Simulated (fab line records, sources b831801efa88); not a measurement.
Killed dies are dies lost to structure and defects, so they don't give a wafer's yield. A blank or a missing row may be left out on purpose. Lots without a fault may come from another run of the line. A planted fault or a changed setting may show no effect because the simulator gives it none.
One fault seen from 2 desks | flow sky130 | each desk has only its own numbers; what lay behind them comes last

THE METROLOGY DESK
What the gauges read, lot by lot, whatever tool the lot ran on: means of the sampled wafers that have a number. A lot is out of limits, marked OUT, if its mean lies more than 4 standard deviations from the usual mean; the brackets give that distance.
Columns: A = POLY_GATE_CVD_03_THK at SKY_POLY_GATE_THK_MEAS_04, usual 75.3 nm; B = LDD_HVN_TW at SKY_LDD_HVN_TW_MEAS_10, usual 1450
lot  | first seen here | A    | B
L828 | day 16 06:49    | 75.3 | 1448
L834 | day 18 00:44    | 75.1 | 1447
L835 | day 18 15:00    | 75.3 | 1449
L841 | day 20 23:52    | 75.3 | 1448
L842 | day 20 23:52    | 75.2 | 1449
L843 | day 21 11:38    | 75.6 | 1461
L845 | day 22 01:09    | 75.8 | 1450
L846 | day 23 09:43    | 75.7 | 1452
L849 | day 23 11:04    | 75.1 | 1451
L848 | day 23 11:05    | 75.0 | 1456
L847 | day 23 11:08    | 75.5 | 1451
L850 | day 23 18:07    | 75.8 | 1453
L851 | day 24 04:11    | 76.0 | 1452
This desk's finding: nothing out of limits on any of the 13 lots.

THE TOOL OWNER'S DESK: litho_track-04
The tool's own readings at SKY_LDD_HVN_SOFTBAKE_03 (time 60 s): means of the sampled wafers that have a number, for each lot that ran on this tool. A lot is out of limits, marked OUT, if its mean lies more than 4 standard deviations from the usual mean; the brackets give that distance.
Columns: A = heater_power_total_W at SKY_LDD_HVN_SOFTBAKE_03, usual 56.59 W; B = run_length_s at SKY_LDD_HVN_SOFTBAKE_03, usual 89.32 s
lot  | first seen here | A               | B
L828 | day 20 20:28    | 56.61           | 89.24
L834 | day 22 14:17    | 57.33 (+17) OUT | 86.92 (-15) OUT
L835 | day 23 05:04    | 57.30 (+16) OUT | 86.89 (-15) OUT
L847 | day 28 00:34    | 56.58           | 89.18
This desk's finding: out of limits on L834, L835; first on L834, day 22 14:17 (heater_power_total_W at SKY_LDD_HVN_SOFTBAKE_03). In limits: L828, L847.

PUT TOGETHER
The tool owner's desk could have raised an alarm at day 22 14:17, on L834, L835.
The metrology desk saw nothing out of limits.
The metrology desk has L834, L835 on record, within its limits.
Of the lots named, all ran SKY_LDD_HVN_SOFTBAKE_03 on litho_track-04.

WHAT THE SIMULATOR HAD PUT IN
Process parameter drift: litho_track-04, from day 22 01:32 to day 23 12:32, at SKY_LDD_HVN_SOFTBAKE_03. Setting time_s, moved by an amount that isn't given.
Lots struck among those shown: L834, L835.
Hours from the fault's start to each desk's first reading out of limits: the tool owner's desk, 13.
